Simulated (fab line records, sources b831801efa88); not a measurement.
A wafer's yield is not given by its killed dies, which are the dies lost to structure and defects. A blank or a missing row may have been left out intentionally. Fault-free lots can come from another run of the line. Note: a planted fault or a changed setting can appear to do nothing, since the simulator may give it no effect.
Check for tools in common    flow gf180mcu    Sample size 11 lots and 42 wafers

== WHY IT WAS OPENED ==
Of 11 lots, 3 have the reading HV_LDD_TW flagged at GF_HV_LDD_TW_MEAS_11. Fault-free wafers read 2378, with a standard deviation of 21.
Rule: a lot is flagged when every wafer of it that has a number lies more than 4 standard deviations from that mean, or none has a number. As for the other lots, they are considered sound.

lot   measured      on            HV_LDD_TW, wafer by wafer      flag
L464  day 10 16:27  filmMetro-04  2351 2351 2350                 
L465  day 10 22:34  filmMetro-04  2349 2356 2351                 
L469  day 12 06:23  filmMetro-03  2282 2292 2288 2289 2282 2283  FLAGGED
L471  day 12 23:26  filmMetro-03  2277 2277 2281 2273 2271 2266  FLAGGED
L472  day 13 03:08  filmMetro-04  2260 2260 2239 2245 2249 2253  FLAGGED
L473  day 13 17:29  filmMetro-03  2389 2387 2391                 
L475  day 14 04:56  filmMetro-04  2370 2368 2336                 
L479  day 15 07:41  filmMetro-04  2370 2377 2367                 
L482  day 16 08:59  filmMetro-04  2367 2374 2363                 
L483  day 16 14:56  filmMetro-04  2352 2365 2355                 
L485  day 17 07:14  filmMetro-03  2392 2381 2385                 
The numbers of the flagged lots are 2270 on average: -108 against the usual, or -5 standard deviations.

== WHICH TOOL EACH LOT WENT THROUGH ==
The record holds 1 process step before the reading, out of a route of 602 steps. In each cell: the tool, then ch and the chambers that the sampled wafers went through, then the start.
lot   flag     GF_HV_LDD_IMPLANT_09
L464           implanter-03 ch 0, day 10 16:13
L465           implanter-01 ch 0, day 10 22:20
L469  FLAGGED  implanter-03 ch 0, day 12 06:08
L471  FLAGGED  implanter-03 ch 0, day 12 23:11
L472  FLAGGED  implanter-03 ch 0, day 13 02:53
L473           implanter-01 ch 0, day 13 17:14
L475           implanter-02 ch 0, day 14 04:43
L479           implanter-03 ch 0, day 15 07:26
L482           implanter-02 ch 0, day 16 08:38
L483           implanter-03 ch 0, day 16 14:41
L485           implanter-03 ch 0, day 17 06:59
These steps, and what they do:
- GF_HV_LDD_IMPLANT_09
- GF_HV_LDD_TW_MEAS_11

== FLAGGED AGAINST TOTAL, ONE TOOL AT A TIME (gauges that did the reading follow at the end) ==
step                  tool          lots run  flagged  share of the flagged lots  sound lots run after its first flagged lot
GF_HV_LDD_IMPLANT_09  implanter-01  2         0        none                       -
GF_HV_LDD_IMPLANT_09  implanter-02  2         0        none                       -
GF_HV_LDD_IMPLANT_09  implanter-03  7         3        all                        3 (L479,L483,L485)
GF_HV_LDD_TW_MEAS_11  filmMetro-03  4         2        some                       2 (L473,L485)
GF_HV_LDD_TW_MEAS_11  filmMetro-04  7         1        some                       4 (L475,L479,L482,L483)

== WHAT IS ALLOWED BY THE TABLE ==
All flagged lots share 1 row of the table, namely implanter-03 at GF_HV_LDD_IMPLANT_09.
- implanter-03 at GF_HV_LDD_IMPLANT_09 ran 7 lots, 3 of them flagged. Sound lots ran on it after the first flagged one (L479, L483, L485), which a lasting fault on the whole tool wouldn't allow. Its own readings (doseIonsCm2, faradayCurrentUA) fall more than 4 standard deviations out on all wafers of the flagged lots.
None of the table's rows ran every flagged lot and, after the first, no sound lot.

== WHAT WAS PUT IN BY THE SIMULATOR ==
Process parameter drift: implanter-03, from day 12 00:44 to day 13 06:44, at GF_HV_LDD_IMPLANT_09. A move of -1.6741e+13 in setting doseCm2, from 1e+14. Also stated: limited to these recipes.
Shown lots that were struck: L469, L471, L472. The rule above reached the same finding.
